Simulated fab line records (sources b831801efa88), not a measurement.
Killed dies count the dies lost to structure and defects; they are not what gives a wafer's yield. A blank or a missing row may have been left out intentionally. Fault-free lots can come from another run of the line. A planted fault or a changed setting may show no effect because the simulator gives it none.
Which tool did it? ; flow gf180mcu ; Sampling: 14 lots, 42 wafers, 3 of 602 route steps

## WHAT THE GAUGES SHOWED, per wafer
GF_HV_LDD_CD_MEAS_46 targets a cd of 400 nm. Usual: 398.9 nm for cd nm, sd 2.2.
lot;measured;on;cd nm (nm);flag
L106;day 12 10:28;cd sem-02;400.1 398.3 400.2;
L109;day 13 05:17;cd sem-01;398.3 396.6 397.8;
L110;day 13 19:55;cd sem-01;397.0 396.8 395.9;
L111;day 14 00:29;cd sem-01;401.4 400.2 399.1;
L113;day 14 18:26;cd sem-02;397.9 400.6 398.3;
L114;day 14 22:59;cd sem-01;400.3 400.6 400.5;
L115;day 15 05:44;cd sem-02;399.3 396.1 400.7;
L116;day 15 17:35;cd sem-01;399.7 399.0 399.3;
L122;day 17 21:53;cd sem-02;397.4 397.8 398.6;
L124;day 18 19:28;cd sem-01;397.6 398.7 399.2;
L126;day 19 03:23;cd sem-01;396.3 395.1 395.6;
L127;day 19 11:13;cd sem-02;395.4 395.9 395.3;
L128;day 19 22:49;cd sem-02;398.7 402.1 397.8;
L129;day 20 03:04;cd sem-01;397.4 396.7 399.3;

## TOOL THAT RAN EACH LOT (tool first, then ch and the chambers of the sampled wafers, then the start)
lot;GF_POLY_GATE_ETCH_12;GF_HV_LDD_STRIP_10
L106;rie diel-01 ch 0,3, day 9 06:38;plasma asher-01 ch 1, day 10 02:18
L109;rie diel-02 ch 0,1,3, day 10 01:47;plasma asher-01 ch 0,1, day 10 21:26
L110;rie diel-03 ch 1,3, day 10 08:11;plasma asher-02 ch 0,1, day 11 03:53
L111;rie diel-03 ch 1,2, day 10 16:47;plasma asher-02 ch 0,1, day 11 13:25
L113;rie diel-01 ch 0,1,2, day 11 06:03;plasma asher-01 ch 0,1, day 12 03:26
L114;rie diel-02 ch 1,2, day 11 14:18;plasma asher-02 ch 0,1, day 12 11:49
L115;rie diel-03 ch 0,1,2, day 11 19:11;plasma asher-01 ch 0,1, day 12 16:11
L116;rie diel-01 ch 0,1, day 12 05:17;plasma asher-01 ch 0,1, day 13 02:42
L122;rie diel-03 ch 2,3, day 14 01:53;plasma asher-01 ch 0,1, day 15 01:49
L124;rie diel-01 ch 0,1,2, day 14 21:23;plasma asher-02 ch 0,1, day 15 21:41
L126;rie diel-03 ch 0,1,2, day 15 04:20;plasma asher-03 ch 0,1, day 16 04:35
L127;rie diel-01 ch 1,2,3, day 15 11:56;plasma asher-02 ch 0,1, day 16 12:41
L128;rie diel-02 ch 0,1,3, day 15 20:56;plasma asher-02 ch 0,1, day 16 22:11
L129;rie diel-03 ch 0,1,2, day 16 01:47;plasma asher-02 ch 0,1, day 17 02:32
- GF_POLY_GATE_ETCH_12: etches BARC in N2/H2.
- GF_HV_LDD_STRIP_10: strips in O2/N2.

## AS READ BY THE TOOLS THEMSELVES (means over the sampled wafers that have a number; for cases with no such wafer, the mark the record gives instead)
GF_POLY_GATE_ETCH_12. Usual: drypump motor current A 5.8 A, standard deviation 0.52; oes product au 0.735 a.u., standard deviation 0.0051; throttle valve pct 13.215 %, standard deviation 0.009.
lot;tool;drypump motor current A (A);oes product au (a.u.);throttle valve pct (%);flag
L106;rie diel-01;6.2;0.737;13.212;
L109;rie diel-02;5.8;0.739;13.210;
L110;rie diel-03;5.7;0.735;13.210;
L111;rie diel-03;5.7;0.729;13.217;
L113;rie diel-01;6.2;0.736;13.208;
L114;rie diel-02;5.8;0.738;13.215;
L115;rie diel-03;5.3;0.735;13.210;
L116;rie diel-01;5.9;0.735;13.216;
L122;rie diel-03;5.5;0.734;13.216;
L124;rie diel-01;6.3;0.732;13.220;
L126;rie diel-03;5.3;0.730;13.213;
L127;rie diel-01;6.0;0.739;13.210;
L128;rie diel-02;5.8;0.736;13.209;
L129;rie diel-03;5.3;0.734;13.213;

GF_HV_LDD_STRIP_10. Usual: drypump motor current A 5.9 A, standard deviation 0.4; heater power w 363 W, standard deviation 37; oes product au 0.716 a.u., standard deviation 0.0047; platen temp c 249.96 C, standard deviation 0.2; strip time to endpoint s 12.62 s, standard deviation 0.037.
lot;tool;drypump motor current A (A);heater power w (W);oes product au (a.u.);platen temp c (C);strip time to endpoint s (s);flag
L106;plasma asher-01;6.2;342;0.710;250.32;12.61;
L109;plasma asher-01;6.4;334;0.718;249.88;12.60;
L110;plasma asher-02;5.7;398;0.717;250.11;12.67;
L111;plasma asher-02;5.7;401;0.719;249.95;12.63;
L113;plasma asher-01;6.3;335;0.719;249.83;12.60;
L114;plasma asher-02;5.7;408;0.715;249.84;12.62;
L115;plasma asher-01;6.5;336;0.715;249.92;12.63;
L116;plasma asher-01;6.5;345;0.714;249.88;12.58;
L122;plasma asher-01;6.3;340;0.710;249.80;12.68;
L124;plasma asher-02;5.7;394;0.714;249.86;12.57;
L126;plasma asher-03;5.5;315;0.713;249.89;12.63;
L127;plasma asher-02;5.7;405;0.719;249.99;12.58;
L128;plasma asher-02;5.7;400;0.718;250.09;12.63;
L129;plasma asher-02;5.7;402;0.717;249.94;12.60;

## THE ANSWER, worked out from the rows above alone
Rule: a lot is off if the mean of its wafers that have a number lies more than 3 standard deviations from the usual mean. A lot without any number at a reading at which 4 lots or more have one is off too. Any other lot the step has rows for is counted as sound. The gauges are gone through in route order, then the tools' own readings, and for those a lot's mean is taken as printed above. The first step at which some lot is off is used, and at that step the reading that is off furthest; a lot without a number counts as furthest.
None of the lots is off at any reading shown; this tells nothing.

## WHAT THE SIMULATOR HAD PUT IN
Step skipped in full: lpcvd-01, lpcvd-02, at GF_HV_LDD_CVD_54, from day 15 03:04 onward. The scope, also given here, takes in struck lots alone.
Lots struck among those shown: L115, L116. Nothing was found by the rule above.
